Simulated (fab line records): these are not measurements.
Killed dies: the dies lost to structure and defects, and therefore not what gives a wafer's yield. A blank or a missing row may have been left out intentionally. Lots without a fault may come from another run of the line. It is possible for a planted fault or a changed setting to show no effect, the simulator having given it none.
8D (eight disciplines) problem report, filled in by code | flow gf180mcu | the parts of the form that need people (team, actions taken, sign-off) are left out

== 1. WHAT IS WRONG ==
Across 6 wafers from 2 lots, DNWELL_TW at GF_DNWELL_TW_MEAS_09 averages 1210, while fault-free wafers read 1348 with a standard deviation of 19. That puts it -7.3 standard deviations away from the usual mean.
The first sign was on wafer L978.1 at day 7 09:55, on film-metro-01. The record has a number at this step for 39 wafers belonging to 13 lots. Rule for "out", or "out of limits": more than 4 standard deviations from the usual mean. The other wafers with a number count as sound.

== 2. WHAT IT IS; WHAT IT IS NOT ==
question                    | is                     | is not
which readings at this step | DNWELL_TW              | -
which lots                  | L978, L979             | L957, L958, L959, L961, L963, L964, L965, L966, L967, L968, L969
which wafers of those lots  | all that have a number | -
read on which gauges        | film-metro-01          | film-metro-03, film-metro-04
when                        | from day 7 09:55       | up to then (33 sound wafers)

== 3. WHAT RULES OUT EACH SUSPECT ==
Counting: a tool stays on the suspect list if, at a process step up to the reading, it processed all lots that are out and no sound lot following the first of them.
- the gauge at GF_DNWELL_TW_MEAS_09: ruled out. All the wafers that are out were read on film-metro-01, but those of them that GF_DNWELL_IMPLANT_07 has rows for are out there too, on other tools.
- implanter-04 at GF_DNWELL_IMPLANT_07: kept. It processed each lot that is out, first L978 at day 7 09:40, and no sound lot thereafter; up to then, the last sound lot it processed was L968 at day 5 05:05. Its own readings are out on those wafers: dose-ions-cm2, faraday-current-uA.
Left after counting: implanter-04 at GF_DNWELL_IMPLANT_07.

== 4. THE CAUSE (what the simulator had put in) ==
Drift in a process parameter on implanter-04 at GF_DNWELL_IMPLANT_07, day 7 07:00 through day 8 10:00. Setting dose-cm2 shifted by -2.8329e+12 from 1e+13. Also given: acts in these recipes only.
The count eliminated every tool but this one.

== 5. THE CHAIN OF EFFECTS, in route order ==
One row per reading whose mean, taken over the struck wafers that have a number, lies over 3 standard deviations from the usual. Scope: only readings with a usual standard deviation given in the record; hours: median across lots of the time from each lot's start at the first step in this table that gives one to its start at this step; sigmas: change in usual standard deviations.
hours | step                 | reading            | usual | on struck wafers | change | sigmas
0     | GF_DNWELL_IMPLANT_07 | dose-ions-cm2      | 1e+13 | 7e+12            | -3e+12 | -99 or more
0     | GF_DNWELL_IMPLANT_07 | faraday-current-uA | 56.4  | 40.9             | -15.5  | -13
0     | GF_DNWELL_TW_MEAS_09 | DNWELL_TW          | 1348  | 1210             | -138   | -7.3
Its process steps:
- GF_DNWELL_IMPLANT_07
Later measuring or inspecting steps at which every struck wafer that the step has a row for has a number for every such reading, and none has moved that far: GF_V2_OVL_MEAS_15.

== 6. WHAT WOULD HAVE CAUGHT IT SOONER ==
In this record the first reading out of limits at a measuring or inspecting step was taken at day 7 09:55, 3 hours after the fault began at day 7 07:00.
Tool's own readings at GF_DNWELL_IMPLANT_07, dose-ions-cm2, faraday-current-uA: out on all struck wafers the step has rows for; an alarm limit on them would have tripped on the first.
Of the lots that are out (2), L979 began GF_DNWELL_IMPLANT_07 on implanter-04 after day 7 09:55. A hold on the tool at that time would have spared it.
